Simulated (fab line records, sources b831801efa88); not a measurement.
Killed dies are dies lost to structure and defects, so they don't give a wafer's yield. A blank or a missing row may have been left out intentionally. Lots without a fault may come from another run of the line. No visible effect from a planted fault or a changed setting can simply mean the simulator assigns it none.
Lot-split experiment    flow gf180mcu    route with 602 steps; 5 lots, 23 wafers read

## THE SPLIT ITSELF
At GF_M2_SPUTTER_04 (material TiN, target thk 50 nm, time 41.7 s), the setting time s was moved away from the recipe's 41.7 s on 6 of the 23 wafers read, by +4.4% to +9.6%. The other wafers ran this setting at the recipe's value.

The split's own step is where the reading is taken.

## THE READING
TiN_of_M2_SPUTTER_04.thk nm (the simulator's own value, which no gauge read), in nm, at GF_M2_SPUTTER_04 (material TiN, target thk 50 nm, time 41.7 s). There is no usual value for it anywhere in the file. Average 50.42 nm, standard deviation 0.28 nm, over the 17 wafers here run with the recipe.

wafer   tool, chamber at the split  time s as run, s  against the recipe  TiN_of_M2_SPUTTER_04.thk nm, nm  against lot-mates on the recipe
L075.2  pvd sputter-03, -           41.7              recipe              50.26                            -
L075.3  pvd sputter-03, -           41.7              recipe              50.49                            -
L075.4  pvd sputter-03, -           41.7              recipe              50.1                             -
L077.1  pvd sputter-04, -           41.7              recipe              50.79                            -
L077.2  pvd sputter-04, -           41.7              recipe              50.36                            -
L077.3  pvd sputter-04, -           41.7              recipe              50.46                            -
L077.4  pvd sputter-04, -           41.7              recipe              50.04                            -
L077.6  pvd sputter-04, -           41.7              recipe              50.56                            -
L080.2  pvd sputter-01, -           41.7              recipe              50                               -
L080.3  pvd sputter-01, -           43.53             +4.4%               52.79                            +2.54
L080.4  pvd sputter-01, -           43.53             +4.4%               52.46                            +2.21
L080.5  pvd sputter-01, -           41.7              recipe              50.51                            -
L080.6  pvd sputter-01, -           43.53             +4.4%               52.45                            +2.20
L081.1  pvd sputter-01, -           41.7              recipe              50.05                            -
L081.2  pvd sputter-01, -           45.69             +9.6%               54.91                            +4.75
L081.3  pvd sputter-01, -           45.69             +9.6%               54.79                            +4.63
L081.5  pvd sputter-01, -           41.7              recipe              50.27                            -
L081.6  pvd sputter-01, -           45.69             +9.6%               55.58                            +5.42
L082.2  pvd sputter-01, -           41.7              recipe              50.67                            -
L082.3  pvd sputter-01, -           41.7              recipe              50.3                             -
L082.4  pvd sputter-01, -           41.7              recipe              50.54                            -
L082.5  pvd sputter-01, -           41.7              recipe              50.76                            -
L082.6  pvd sputter-01, -           41.7              recipe              51.03                            -

THE FIT
A straight line over all 23 wafers: TiN_of_M2_SPUTTER_04.thk nm changes by +0.488 nm for each +1% of time s; r = +0.99; the points scatter about the line by 0.29 nm.
The same after taking each lot's own level away (the mean of its wafers on the recipe; 23 wafers): +0.517 nm for each +1%; r = +0.99; scatter 0.25 nm.
That fit puts the effect of the largest move of time s on the reading at 4.9 nm.
From 50.160 to 50.660 nm: that is the span of the lots' own levels, equal to 1.8 times the standard deviation above.
Consequently the slope shifts little with the lot-to-lot level, the two slopes agreeing.
Check: +5.03 nm against its lot-mates is what the line predicts for one of the wafers moved furthest among these (+9.6%) when that wafer is left out of the fit. Against them it came out at +4.75 nm.

## OTHER SPLITS APPLIED TO THESE WAFERS
Other splits were also applied to these wafers ahead of the reading. Each is held against what the fit with the lots' levels taken away leaves over:
other split on the same wafers   wafers away from the commonest value  r with TiN_of_M2_SPUTTER_04.thk nm (lot level and that fit taken away)
GF_M1_METAL_ETCH_16 time s       11                                    +0.32
GF_V1_DEVELOP_13 develop time s  8                                     -0.02
GF_M2_SPUTTER_01 time s          4                                     -0.12

## THE FILE'S OWN FIT
TiN_of_M2_SPUTTER_04.thk nm changes by +0.517 nm for each +1% of time s, r = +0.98.
